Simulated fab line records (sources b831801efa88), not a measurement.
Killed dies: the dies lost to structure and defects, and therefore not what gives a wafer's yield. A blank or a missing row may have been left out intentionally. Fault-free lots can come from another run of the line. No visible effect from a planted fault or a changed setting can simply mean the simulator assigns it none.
Which tool is to blame? :: flow sky130 :: 33 wafers from 11 lots sampled at 4 of the route's 708 steps

== WHAT EACH GAUGE READ, for each wafer ==
SKY_VIA1_RS_MEAS_22: uses a four-point probe to measure. Usual: VIA1_W_RS 0.430 ohm/sq, standard deviation 0.0054.
lot: L762
measured: day 34 03:20
on: film_metro-04
VIA1_W_RS (ohm/sq): 0.425 0.428 0.427
flag: 

lot: L763
measured: day 34 13:39
on: film_metro-01
VIA1_W_RS (ohm/sq): 0.425 0.424 0.429
flag: 

lot: L764
measured: day 35 06:26
on: film_metro-03
VIA1_W_RS (ohm/sq): 0.438 0.436 0.440
flag: 

lot: L765
measured: day 35 11:40
on: film_metro-03
VIA1_W_RS (ohm/sq): 0.435 0.434 0.440
flag: 

lot: L766
measured: day 35 19:29
on: film_metro-01
VIA1_W_RS (ohm/sq): 0.432 0.428 0.430
flag: 

lot: L767
measured: day 36 05:18
on: film_metro-03
VIA1_W_RS (ohm/sq): 0.423 0.423 0.422
flag: 

lot: L768
measured: day 36 11:34
on: film_metro-03
VIA1_W_RS (ohm/sq): 0.431 0.432 0.433
flag: 

lot: L777
measured: day 38 20:08
on: film_metro-01
VIA1_W_RS (ohm/sq): 0.552 0.546 0.556
flag: OFF

lot: L778
measured: day 39 11:01
on: film_metro-03
VIA1_W_RS (ohm/sq): 0.424 0.551 0.559
flag: OFF

lot: L782
measured: day 40 09:32
on: film_metro-04
VIA1_W_RS (ohm/sq): 0.433 0.434 0.433
flag: 

lot: L783
measured: day 40 17:08
on: film_metro-01
VIA1_W_RS (ohm/sq): 0.435 0.427 0.438
flag: 

SKY_VIA1_THK_MEAS_23: measures by xrf. Usual: VIA1_W_THK 270 nm, standard deviation 3.8.
lot: L762
measured: day 34 03:27
on: film_metro-04
VIA1_W_THK (nm): 276 274 276
flag: 

lot: L763
measured: day 34 13:45
on: film_metro-01
VIA1_W_THK (nm): 270 272 269
flag: 

lot: L764
measured: day 35 06:32
on: film_metro-03
VIA1_W_THK (nm): 268 269 267
flag: 

lot: L765
measured: day 35 11:47
on: film_metro-03
VIA1_W_THK (nm): 270 269 265
flag: 

lot: L766
measured: day 35 19:35
on: film_metro-01
VIA1_W_THK (nm): 267 269 269
flag: 

lot: L767
measured: day 36 05:24
on: film_metro-03
VIA1_W_THK (nm): 274 275 276
flag: 

lot: L768
measured: day 36 11:41
on: film_metro-03
VIA1_W_THK (nm): 269 271 268
flag: 

lot: L777
measured: day 38 20:15
on: film_metro-01
VIA1_W_THK (nm): 224 227 225
flag: OFF

lot: L778
measured: day 39 11:07
on: film_metro-03
VIA1_W_THK (nm): 273 225 222
flag: OFF

lot: L782
measured: day 40 09:38
on: film_metro-04
VIA1_W_THK (nm): 267 270 269
flag: 

lot: L783
measured: day 40 17:15
on: film_metro-01
VIA1_W_THK (nm): 265 270 263
flag: 

== WHICH TOOL RAN EACH LOT (tool, then ch and the chambers of the sampled wafers, then the start) ==
lot: L762
SKY_METAL1_SPUTTER_03: pvd_sputter-02, day 31 18:58
SKY_VIA1_CVD_21: cvd_w-02 ch 0,1, day 34 03:13

lot: L763
SKY_METAL1_SPUTTER_03: pvd_sputter-02, day 32 06:32
SKY_VIA1_CVD_21: cvd_w-02 ch 0,1, day 34 13:33

lot: L764
SKY_METAL1_SPUTTER_03: pvd_sputter-02, day 32 22:46
SKY_VIA1_CVD_21: cvd_w-01 ch 0, day 35 06:19

lot: L765
SKY_METAL1_SPUTTER_03: pvd_sputter-04, day 33 04:45
SKY_VIA1_CVD_21: cvd_w-01 ch 0,1, day 35 11:34

lot: L766
SKY_METAL1_SPUTTER_03: pvd_sputter-02, day 33 11:41
SKY_VIA1_CVD_21: cvd_w-01 ch 0,1, day 35 19:22

lot: L767
SKY_METAL1_SPUTTER_03: pvd_sputter-01, day 33 23:10
SKY_VIA1_CVD_21: cvd_w-02 ch 0,1, day 36 05:12

lot: L768
SKY_METAL1_SPUTTER_03: pvd_sputter-01, day 34 04:25
SKY_VIA1_CVD_21: cvd_w-01 ch 0,1, day 36 11:28

lot: L777
SKY_METAL1_SPUTTER_03: pvd_sputter-04, day 36 13:34
SKY_VIA1_CVD_21: cvd_w-01 ch 1, day 38 20:01

lot: L778
SKY_METAL1_SPUTTER_03: pvd_sputter-04, day 37 05:40
SKY_VIA1_CVD_21: cvd_w-01 ch 0,1, day 39 10:55

lot: L782
SKY_METAL1_SPUTTER_03: pvd_sputter-04, day 38 06:17
SKY_VIA1_CVD_21: cvd_w-02 ch 0,1, day 40 09:26

lot: L783
SKY_METAL1_SPUTTER_03: pvd_sputter-02, day 38 15:07
SKY_VIA1_CVD_21: cvd_w-02 ch 0,1, day 40 17:02
- SKY_METAL1_SPUTTER_03: material Ti, target thk 5 nm, time 3.3 s.
- SKY_VIA1_CVD_21: deposits W, target thk 270 nm, time 80.902 s.

== WHAT THE TOOLS THEMSELVES READ (means of the sampled wafers that have a number; where no wafer has one, the mark that the record gives instead) ==
SKY_METAL1_SPUTTER_03. Usual: 30.2 % for throttle_valve_pct, sd 1.1.
lot: L762
tool: pvd_sputter-02
throttle_valve_pct (%): 29.7
flag: 

lot: L763
tool: pvd_sputter-02
throttle_valve_pct (%): 30.5
flag: 

lot: L764
tool: pvd_sputter-02
throttle_valve_pct (%): 29.9
flag: 

lot: L765
tool: pvd_sputter-04
throttle_valve_pct (%): 30.0
flag: 

lot: L766
tool: pvd_sputter-02
throttle_valve_pct (%): 29.2
flag: 

lot: L767
tool: pvd_sputter-01
throttle_valve_pct (%): 30.5
flag: 

lot: L768
tool: pvd_sputter-01
throttle_valve_pct (%): 30.7
flag: 

lot: L777
tool: pvd_sputter-04
throttle_valve_pct (%): 30.6
flag: 

lot: L778
tool: pvd_sputter-04
throttle_valve_pct (%): 29.6
flag: 

lot: L782
tool: pvd_sputter-04
throttle_valve_pct (%): 29.7
flag: 

lot: L783
tool: pvd_sputter-02
throttle_valve_pct (%): 29.3
flag: 

SKY_VIA1_CVD_21. Usual: 856 W for heater_power_w, sd 47.
lot: L762
tool: cvd_w-02
heater_power_w (W): 917
flag: 

lot: L763
tool: cvd_w-02
heater_power_w (W): 925
flag: 

lot: L764
tool: cvd_w-01
heater_power_w (W): 809
flag: 

lot: L765
tool: cvd_w-01
heater_power_w (W): 826
flag: 

lot: L766
tool: cvd_w-01
heater_power_w (W): 832
flag: 

lot: L767
tool: cvd_w-02
heater_power_w (W): 918
flag: 

lot: L768
tool: cvd_w-01
heater_power_w (W): 821
flag: 

lot: L777
tool: cvd_w-01
heater_power_w (W): 846
flag: 

lot: L778
tool: cvd_w-01
heater_power_w (W): 843
flag: 

lot: L782
tool: cvd_w-02
heater_power_w (W): 869
flag: 

lot: L783
tool: cvd_w-02
heater_power_w (W): 873
flag: 

== THE ANSWER, worked out from the rows above alone ==
Rule: lot off if the mean of its wafers having a number is beyond 3 standard deviations from the usual mean. A lot without any number at a reading at which 4 lots or more have one is off too. Any other lot the step has rows for is counted as sound. Order of review: gauges by route order, followed by the tools' own readings, for which a lot's mean as printed above is used. The first step at which some lot is off is used, and at that step the reading that is off furthest; a lot without a number counts as furthest.
Off: at SKY_VIA1_RS_MEAS_22 (VIA1_W_RS), L777, L778.
A tool fits if, at a process step before that reading, it ran every lot that is off, and no sound lot after the first of them. Those tools and the gauges at SKY_VIA1_RS_MEAS_22 are tried in the same way. One fits: SKY_VIA1_CVD_21 on cvd_w-01. Its last sound lot is L768 (day 36 11:28), its first lot that is off L777 (day 38 20:01): a fault that began between those two fits.

== WHAT THE SIMULATOR PUT IN ==
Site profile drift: cvd_w-01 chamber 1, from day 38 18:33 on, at SKY_VIA1_CVD_21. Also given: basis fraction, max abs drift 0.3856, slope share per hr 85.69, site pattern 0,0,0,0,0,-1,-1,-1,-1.
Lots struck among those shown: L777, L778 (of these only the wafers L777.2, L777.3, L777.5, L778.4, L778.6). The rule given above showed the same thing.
